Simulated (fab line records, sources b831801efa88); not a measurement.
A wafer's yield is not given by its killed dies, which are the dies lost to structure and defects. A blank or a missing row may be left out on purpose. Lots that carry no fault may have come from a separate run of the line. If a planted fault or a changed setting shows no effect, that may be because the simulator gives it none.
Chamber matching / flow sky130 / SKY_FIELD_ISO_CMP_27 on cmp-01 has 4 sister chambers
The step polishes, stops on Si3N4, t overpolish 16 s, target thk 457.8 nm. 8 wafers are shown with their chamber, then 8 later ones without.

## WAFERS WITH THEIR CHAMBER
wafer=L520.2; chamber=1; motor current A (A)=14.3; time to endpoint s (s)=111
wafer=L524.1; chamber=1; motor current A (A)=14.3; time to endpoint s (s)=114
wafer=L524.6; chamber=2; motor current A (A)=12.3; time to endpoint s (s)=117
wafer=L526.2; chamber=2; motor current A (A)=12.1; time to endpoint s (s)=114
wafer=L526.3; chamber=3; motor current A (A)=12.9; time to endpoint s (s)=116
wafer=L532.2; chamber=3; motor current A (A)=13.2; time to endpoint s (s)=116
wafer=L532.5; chamber=0; motor current A (A)=13.8; time to endpoint s (s)=116
wafer=L534.1; chamber=0; motor current A (A)=13.7; time to endpoint s (s)=111

## WAFERS WITH NO CHAMBER GIVEN
wafer=L534.3; motor current A (A)=12.3; time to endpoint s (s)=110
wafer=L534.5; motor current A (A)=12.3; time to endpoint s (s)=110
wafer=L536.1; motor current A (A)=12.2; time to endpoint s (s)=117
wafer=L536.4; motor current A (A)=13.7; time to endpoint s (s)=115
wafer=L536.5; motor current A (A)=12.6; time to endpoint s (s)=113
wafer=L538.1; motor current A (A)=12.7; time to endpoint s (s)=117
wafer=L538.2; motor current A (A)=15.2; time to endpoint s (s)=116
wafer=L538.4; motor current A (A)=12.0; time to endpoint s (s)=116

## WHICH CHAMBER EACH ONE RAN IN
wafer=L534.3; from the rows above=2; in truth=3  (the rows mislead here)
wafer=L534.5; from the rows above=2; in truth=2
wafer=L536.1; from the rows above=2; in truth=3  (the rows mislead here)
wafer=L536.4; from the rows above=0; in truth=0
wafer=L536.5; from the rows above=can't be placed: 2 or 3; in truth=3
wafer=L538.1; from the rows above=can't be placed: 3 or 2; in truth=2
wafer=L538.2; from the rows above=1; in truth=1
wafer=L538.4; from the rows above=2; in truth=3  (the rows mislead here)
Placed correctly: 3 of 8. Not placeable from these rows: 2 (in 2, the candidates include the true chamber). 3 placed wrongly.
How it was worked out, from the rows above alone: a wafer's distance from a chamber is the root of the sum, over the readings, of the square of ((its reading less the chamber's mean) divided by the reading's scatter). If the next closest chamber is less than 2 further off than the closest, the wafer can't be placed; otherwise it belongs to the closest. For every chamber, the mean is computed from those of its wafers that are shown. The scatter: take each reading less its chamber's mean, square it, sum over the shown wafers, divide by the number of wafers less the number of chambers, and take the root.
